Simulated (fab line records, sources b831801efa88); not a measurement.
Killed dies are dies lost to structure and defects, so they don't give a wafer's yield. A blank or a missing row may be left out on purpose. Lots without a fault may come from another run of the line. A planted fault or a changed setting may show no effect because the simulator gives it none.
Which tool did it? | flow sky130 | 13 lots, 39 wafers sampled, at 3 steps of a route of 708

WHAT THE GAUGES READ, wafer by wafer
SKY_SONOS_TUNNEL_CD_MEAS_07: target cd 410 nm. Usual: cd_nm 409.2 nm, standard deviation 1.9.
lot  | measured     | on        | cd_nm (nm)        | flag
L334 | day 11 17:53 | cd_sem-01 | 408.4 407.9 407.8 |
L335 | day 12 07:44 | cd_sem-02 | 408.8 408.3 408.0 |
L336 | day 12 18:55 | cd_sem-01 | 408.1 409.4 408.5 |
L337 | day 13 03:57 | cd_sem-02 | 405.8 405.3 405.7 |
L338 | day 13 01:43 | cd_sem-01 | 409.0 409.4 409.9 |
L339 | day 13 11:07 | cd_sem-01 | 408.1 409.4 409.6 |
L340 | day 13 19:49 | cd_sem-02 | 408.7 408.3 408.0 |
L342 | day 14 09:47 | cd_sem-01 | 411.2 410.2 408.6 |
L344 | day 15 01:49 | cd_sem-01 | 408.7 407.7 410.5 |
L345 | day 15 09:14 | cd_sem-01 | 410.1 412.0 410.5 |
L346 | day 15 18:22 | cd_sem-02 | 408.0 407.3 409.0 |
L350 | day 16 23:02 | cd_sem-02 | 408.4 408.1 409.4 |
L351 | day 17 06:03 | cd_sem-01 | 413.0 411.1 410.9 |

WHICH TOOL RAN EACH LOT (tool, then ch and the chambers of the sampled wafers, then the start)
lot  | SKY_FIELD_ISO_CMP_27         | SKY_NWELL_RTA_28
L334 | cmp-01 ch 0,1,2, day 2 15:02 | rtp_anneal-01 ch 0, day 5 14:32
L335 | cmp-02 ch 0,1,3, day 2 22:54 | rtp_anneal-02 ch 0, day 6 00:52
L336 | cmp-01 ch 1,3, day 3 04:31   | rtp_anneal-02 ch 0, day 6 08:57
L337 | cmp-01 ch 1,2,3, day 3 11:35 | rtp_anneal-02 ch 0, day 6 16:48
L338 | cmp-01 ch 0,3, day 3 13:08   | rtp_anneal-01 ch 0, day 6 15:53
L339 | cmp-01 ch 0,1, day 3 18:52   | rtp_anneal-01 ch 0, day 6 22:20
L340 | cmp-02 ch 1,3, day 3 22:39   | rtp_anneal-02 ch 0, day 7 04:23
L342 | cmp-02 ch 0,2,3, day 4 08:14 | rtp_anneal-02 ch 0, day 7 15:29
L344 | cmp-02 ch 0,1, day 4 18:53   | rtp_anneal-01 ch 0, day 8 03:24
L345 | cmp-02 ch 1,2, day 5 00:20   | rtp_anneal-01 ch 0, day 8 09:31
L346 | cmp-02 ch 1,2,3, day 5 05:39 | rtp_anneal-02 ch 0, day 8 15:04
L350 | cmp-02 ch 1,2, day 6 00:53   | rtp_anneal-02 ch 0, day 9 13:24
L351 | cmp-01 ch 0,3, day 6 06:02   | rtp_anneal-01 ch 0, day 9 20:39
- SKY_FIELD_ISO_CMP_27: polishes, stops on Si3N4, t overpolish 16 s, target thk 457.8 nm.
- SKY_NWELL_RTA_28: time 30 s.

WHAT THE TOOLS THEMSELVES READ (means of the sampled wafers that have a number; where no wafer has one, the mark that the record gives instead)
SKY_FIELD_ISO_CMP_27. Usual: motor_current_A 11.5 A, standard deviation 1.1; overpolish_run_s 16.000 s, standard deviation 0.0098; time_to_endpoint_s 112 s, standard deviation 3.3.
lot  | tool   | motor_current_A (A) | overpolish_run_s (s) | time_to_endpoint_s (s) | flag
L334 | cmp-01 | 10.8                | 15.997               | 113                    |
L335 | cmp-02 | 11.8                | 15.985               | 116                    |
L336 | cmp-01 | 10.5                | 15.998               | 118                    |
L337 | cmp-01 | 11.5                | 16.009               | 110                    |
L338 | cmp-01 | 11.5                | 16.003               | 111                    |
L339 | cmp-01 | 9.9                 | 16.007               | 109                    |
L340 | cmp-02 | 12.0                | 15.993               | 115                    |
L342 | cmp-02 | 12.1                | 16.010               | 114                    |
L344 | cmp-02 | 12.0                | 15.990               | 115                    |
L345 | cmp-02 | 11.4                | 15.996               | 113                    |
L346 | cmp-02 | 12.1                | 16.008               | 108                    |
L350 | cmp-02 | 11.8                | 16.005               | 114                    |
L351 | cmp-01 | 10.6                | 15.998               | 110                    |

SKY_NWELL_RTA_28. Usual: lamp_power_pct 25.31 %, standard deviation 0.053; ramp_down_c_per_s 89.998, standard deviation 0.016; wafer_temp_C_max 1054.8, standard deviation 0.89.
lot  | tool          | lamp_power_pct (%) | ramp_down_c_per_s | wafer_temp_C_max | flag
L334 | rtp_anneal-01 | 25.34              | 90.026            | 1054.9           |
L335 | rtp_anneal-02 | 25.25              | 89.987            | 1054.5           |
L336 | rtp_anneal-02 | 25.31              | 89.993            | 1054.5           |
L337 | rtp_anneal-02 | 25.34              | 90.004            | 1054.5           |
L338 | rtp_anneal-01 | 25.29              | 89.995            | 1055.6           |
L339 | rtp_anneal-01 | 25.31              | 89.990            | 1054.7           |
L340 | rtp_anneal-02 | 25.31              | 89.990            | 1054.4           |
L342 | rtp_anneal-02 | 25.26              | 89.996            | 1054.3           |
L344 | rtp_anneal-01 | 25.34              | 90.002            | 1053.8           |
L345 | rtp_anneal-01 | 25.29              | 89.994            | 1054.4           |
L346 | rtp_anneal-02 | 25.28              | 89.996            | 1054.7           |
L350 | rtp_anneal-02 | 25.32              | 89.994            | 1055.0           |
L351 | rtp_anneal-01 | 25.27              | 90.000            | 1054.3           |

THE ANSWER, worked out from the rows above alone
Rule: a lot is off if the mean of its wafers that have a number lies more than 3 standard deviations from the usual mean. A lot without any number at a reading at which 4 lots or more have one is off too. The other lots that the step has rows for count as sound. The gauges are gone through in route order, then the tools' own readings, and for those a lot's mean is taken as printed above. The first step at which some lot is off is used, and at that step the reading that is off furthest; a lot without a number counts as furthest.
No lot is off at any reading shown: from this, nothing can be told.

WHAT THE SIMULATOR HAD PUT IN
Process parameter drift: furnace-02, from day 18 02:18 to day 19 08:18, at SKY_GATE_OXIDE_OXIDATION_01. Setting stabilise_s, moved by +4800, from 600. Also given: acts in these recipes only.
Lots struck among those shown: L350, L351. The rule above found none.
